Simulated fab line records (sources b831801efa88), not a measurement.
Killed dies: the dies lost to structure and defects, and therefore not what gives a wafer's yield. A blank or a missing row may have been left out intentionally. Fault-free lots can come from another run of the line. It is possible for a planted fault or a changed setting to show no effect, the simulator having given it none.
Comparing a struck lot with a sound one + flow sky130 + 16 steps out of a route of 708
Sound: these wafers, L970.2, L970.3, L970.5. Wafers struck: L975.1, L975.2, L975.3. The cause is given at the end.
Order at every step that has rows: each side's tool, ch and its chambers, its first start. Under that, the readings that differ: sound wafers + struck wafers + difference of the means + sigmas: that difference in standard deviations of wafers without a fault.
alike: same words and numbers on both sides, and readings whose means sit less than 2 such deviations apart. not compared: any withheld reading, any reading some wafer has no value for, any bound like >300 that may hide the same value, and any number with overlapping values for which the record gives no deviation.
A row with sigmas, a row that says differs or no value, or rows on one side alone: a step with any of these is where the two part. When numbers do not overlap yet have no deviation, they are printed without sigmas and do not part them. A reading that every wafer of one side lacks parts them only if that side has two wafers or more.

first, 2 steps without rows for these wafers: SKY_METAL3_PEB_11; SKY_METAL3_DEVELOP_12 (develop time 60 s).
SKY_METAL3_CD_MEAS_13: the cd target is 300 nm.
  sound on cd_sem-01, day 38 22:07; struck on cd_sem-01, day 40 12:34
  alike: cd_nm
SKY_METAL3_OVL_MEAS_14:
  sound on overlay-01, day 38 22:14; struck on overlay-01, day 40 12:41
  alike: METAL3_OVL
SKY_METAL3_DESCUM_15: chemistry O2, time 8 s.
  sound on rie_metal-04 ch 0,1, day 38 22:16; struck on rie_metal-02 ch 0,1, day 40 12:43
  alike: chamber_pressure_mTorr, drypump_motor_current_A, oes_product_au, rf_fwd_power_W
  not compared: rf_hours_counter_h
SKY_METAL3_ETCH_16: etches BARC in N2/H2, stops on SiO2, time 88.2 s, target depth 60 nm.
  sound on rie_metal-04 ch 0,1, day 38 22:17; struck on rie_metal-02 ch 0,1, day 40 12:45
  alike: chamber_pressure_mTorr, drypump_motor_current_A, h2_flow_sccm, oes_product_au, rf_fwd_power_W, throttle_valve_pct
  not compared: rf_hours_counter_h
SKY_METAL3_ETCH_17: etches SiO2 in C4F8/O2/Ar, stops on TiN, time 3.9 s, target depth 15 nm.
  sound on rie_diel-01 ch 2,3, day 38 22:23; struck on rie_diel-02 ch 0,1,3, day 40 12:51
  alike: chamber_pressure_mTorr, oes_product_au, rf_fwd_power_W
  not compared: rf_hours_counter_h
then, 1 step without rows for these wafers: SKY_METAL3_METAL_ETCH_18 (etches the open film in Cl2/BCl3, stops on SiO2, target depth 845 nm, time 183.1 s).
SKY_METAL3_STRIP_19: strips in O2/N2.
  sound on plasma_asher-02 ch 0, day 38 22:35; struck on plasma_asher-02 ch 0,1, day 40 13:14
  alike: chamber_pressure_mTorr, drypump_motor_current_A, oes_product_au, strip_time_to_endpoint_s
  not compared: rf_hours_counter_h
then, 3 steps without rows for these wafers: SKY_METAL3_STRIP_20 (strips in post etch residue remover, time 1200 s); SKY_METAL3_CLEAN_21 (cleans in IPA, time 180 s); SKY_METAL3_CLEAN_22 (cleans in O3/DIW).
SKY_VIA3_HDPCVD_00: deposits SiO2, target thk 1635 nm, time 272.5 s.
  sound on hdpcvd-02 ch 0,1,2, day 38 23:10; struck on hdpcvd-02 ch 0,1,2, day 40 13:52
| reading                                  | sound             | struck            | difference | sigmas |
|------------------------------------------|-------------------|-------------------|------------|--------|
| run_length_s (s)                         | 299.1 301.3 299.4 | 316.0 314.8 315.7 | +15.6      | +29    |
| model.SiO2_of_VIA3_HDPCVD_00.thk_nm (nm) | 1637 1598 1612    | 1711 1738 1710    | +104       |        |
SKY_VIA3_THK_MEAS_01:
  sound on film_metro-01, day 38 23:21; struck on film_metro-03, day 40 14:02
| reading              | sound          | struck         | difference | sigmas |
|----------------------|----------------|----------------|------------|--------|
| VIA3_HDPCVD_THK (nm) | 1638 1596 1611 | 1712 1738 1712 | +106       | +7     |
SKY_VIA3_CMP_02: polishes SiO2.
  sound on cmp-01 ch 2,3, day 38 23:24; struck on cmp-02 ch 0,1,2, day 40 14:05
  alike: motor_current_A
-- the record jumps here: 7 days lie between the struck wafers' starts before and after (it left off in module VIA3 and takes up again in module PAD_OPEN, whose first step shown is number 708 of the route) --
SKY_PAD_OPEN_PROBE_99:
  sound on prober-02, day 46 05:03; struck on prober-02, day 47 13:14
  alike: defect_limited_yield, killed_at_M0_to_M3, killed_at_M4_up, killed_at_contacts, killed_at_front_end, killed_at_other, killed_dies, killed_open, killed_short, sort_bin_3_pad_short, sort_bin_5_function, sort_bin_6_memory, sort_n_pass, sort_yield_pct

## WHERE THEY PART
At SKY_VIA3_HDPCVD_00 first; at SKY_VIA3_THK_MEAS_01 last (within this record only). Later steps at which nothing parts them and some readings are alike: SKY_VIA3_CMP_02, SKY_PAD_OPEN_PROBE_99.

WHY: what the simulator had put in
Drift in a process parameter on hdpcvd-02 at SKY_VIA3_HDPCVD_00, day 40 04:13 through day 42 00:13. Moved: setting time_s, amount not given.
